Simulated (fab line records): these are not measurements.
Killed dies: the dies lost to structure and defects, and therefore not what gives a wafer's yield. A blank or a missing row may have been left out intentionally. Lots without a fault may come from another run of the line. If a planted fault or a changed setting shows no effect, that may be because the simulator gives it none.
Check of tool commonality / flow gf180mcu / Sample size 14 lots and 42 wafers

## REASON IT WAS OPENED
At GF_CONTACT_THK_MEAS_01 the reading CONTACT_CVD_00_THK is flagged on 2 of 14 lots. No-fault wafers: 299.1 nm, standard deviation 2.9.
Rule: flag the lot when none of its wafers has a number, or when each of its wafers that has one lies beyond 4 standard deviations from that mean. The rest of the lots are taken to be sound.

lot=L954; measured=day 15 03:04; on=film-metro-01; CONTACT_CVD_00_THK (nm), wafer by wafer=303.9 298.2 295.6; flag=
lot=L955; measured=day 15 13:35; on=film-metro-04; CONTACT_CVD_00_THK (nm), wafer by wafer=296.7 299.1 294.1; flag=
lot=L960; measured=day 17 04:08; on=film-metro-01; CONTACT_CVD_00_THK (nm), wafer by wafer=298.6 299.1 296.8; flag=
lot=L959; measured=day 17 14:55; on=film-metro-04; CONTACT_CVD_00_THK (nm), wafer by wafer=147.4 146.1 145.6; flag=FLAGGED
lot=L963; measured=day 18 09:28; on=film-metro-03; CONTACT_CVD_00_THK (nm), wafer by wafer=146.5 142.0 144.9; flag=FLAGGED
lot=L968; measured=day 20 08:27; on=film-metro-04; CONTACT_CVD_00_THK (nm), wafer by wafer=302.9 298.4 301.7; flag=
lot=L969; measured=day 20 14:10; on=film-metro-03; CONTACT_CVD_00_THK (nm), wafer by wafer=298.6 298.8 298.9; flag=
lot=L970; measured=day 21 00:35; on=film-metro-01; CONTACT_CVD_00_THK (nm), wafer by wafer=302.3 303.4 303.0; flag=
lot=L972; measured=day 21 15:28; on=film-metro-03; CONTACT_CVD_00_THK (nm), wafer by wafer=300.7 296.7 296.7; flag=
lot=L973; measured=day 22 05:23; on=film-metro-01; CONTACT_CVD_00_THK (nm), wafer by wafer=298.5 298.9 297.7; flag=
lot=L974; measured=day 22 10:05; on=film-metro-03; CONTACT_CVD_00_THK (nm), wafer by wafer=301.0 300.0 301.0; flag=
lot=L976; measured=day 22 21:11; on=film-metro-03; CONTACT_CVD_00_THK (nm), wafer by wafer=298.7 296.8 299.3; flag=
lot=L977; measured=day 23 12:51; on=film-metro-01; CONTACT_CVD_00_THK (nm), wafer by wafer=301.5 304.9 302.7; flag=
lot=L971; measured=day 24 07:37; on=film-metro-03; CONTACT_CVD_00_THK (nm), wafer by wafer=299.7 303.5 299.8; flag=
The numbers of the flagged lots are 145.4 nm on average: -153.7 nm against the usual, or -53 standard deviations.

## TOOL THAT RAN EACH LOT
The record keeps 1 process step preceding the reading, out of 602 steps on the route. In each cell: the tool, then ch and the chambers that the sampled wafers went through, then the start.
lot=L954; flag=; GF_CONTACT_CVD_00=hdpcvd-02 ch 0,1,2, day 15 03:01
lot=L955; flag=; GF_CONTACT_CVD_00=hdpcvd-01 ch 0,1,2, day 15 13:31
lot=L960; flag=; GF_CONTACT_CVD_00=hdpcvd-01 ch 1,2, day 17 04:05
lot=L959; flag=FLAGGED; GF_CONTACT_CVD_00=hdpcvd-01 ch 0,1,2, day 17 14:53
lot=L963; flag=FLAGGED; GF_CONTACT_CVD_00=hdpcvd-01 ch 0,1, day 18 09:25
lot=L968; flag=; GF_CONTACT_CVD_00=hdpcvd-02 ch 0,1, day 20 08:25
lot=L969; flag=; GF_CONTACT_CVD_00=hdpcvd-01 ch 0,1, day 20 14:07
lot=L970; flag=; GF_CONTACT_CVD_00=hdpcvd-02 ch 0,1,2, day 21 00:30
lot=L972; flag=; GF_CONTACT_CVD_00=hdpcvd-02 ch 0,2, day 21 15:23
lot=L973; flag=; GF_CONTACT_CVD_00=hdpcvd-01 ch 0,1, day 22 05:20
lot=L974; flag=; GF_CONTACT_CVD_00=hdpcvd-02 ch 0,1,2, day 22 10:02
lot=L976; flag=; GF_CONTACT_CVD_00=hdpcvd-01 ch 0,1, day 22 21:08
lot=L977; flag=; GF_CONTACT_CVD_00=hdpcvd-02 ch 1,2, day 23 12:49
lot=L971; flag=; GF_CONTACT_CVD_00=hdpcvd-01 ch 0,1, day 24 07:35
What the steps here do:
- GF_CONTACT_CVD_00: deposits SiO2, target thk 300 nm, time 50 s.
- GF_CONTACT_THK_MEAS_01

## FLAGGED OVER TOTAL, TOOL BY TOOL (the gauges that took the reading come last)
step=GF_CONTACT_CVD_00; tool=hdpcvd-01; lots run=8; flagged=2; share of the flagged lots=all; sound lots run after its first flagged lot=4 (L969,L973,L976,L971)
step=GF_CONTACT_CVD_00; tool=hdpcvd-02; lots run=6; flagged=0; share of the flagged lots=none; sound lots run after its first flagged lot=-
step=GF_CONTACT_THK_MEAS_01; tool=film-metro-01; lots run=5; flagged=0; share of the flagged lots=none; sound lots run after its first flagged lot=-
step=GF_CONTACT_THK_MEAS_01; tool=film-metro-03; lots run=6; flagged=1; share of the flagged lots=some; sound lots run after its first flagged lot=5 (L969,L972,L974,L976,L971)
step=GF_CONTACT_THK_MEAS_01; tool=film-metro-04; lots run=3; flagged=1; share of the flagged lots=some; sound lots run after its first flagged lot=1 (L968)

## WHAT THE TABLE ALLOWS
1 row of the table ran every flagged lot: hdpcvd-01 at GF_CONTACT_CVD_00.
- hdpcvd-01 at GF_CONTACT_CVD_00: 2 of its 8 lots flagged. After the first flagged lot (L969, L973, L976, L971), sound lots still ran on it; a lasting fault on the whole tool would not permit that. Its own readings lie more than 4 standard deviations out on every wafer of the flagged lots: sih4-flow-sccm.
Not one row of the table ran every flagged lot while running no sound lot after the first.

## WHAT THE SIMULATOR PUT IN
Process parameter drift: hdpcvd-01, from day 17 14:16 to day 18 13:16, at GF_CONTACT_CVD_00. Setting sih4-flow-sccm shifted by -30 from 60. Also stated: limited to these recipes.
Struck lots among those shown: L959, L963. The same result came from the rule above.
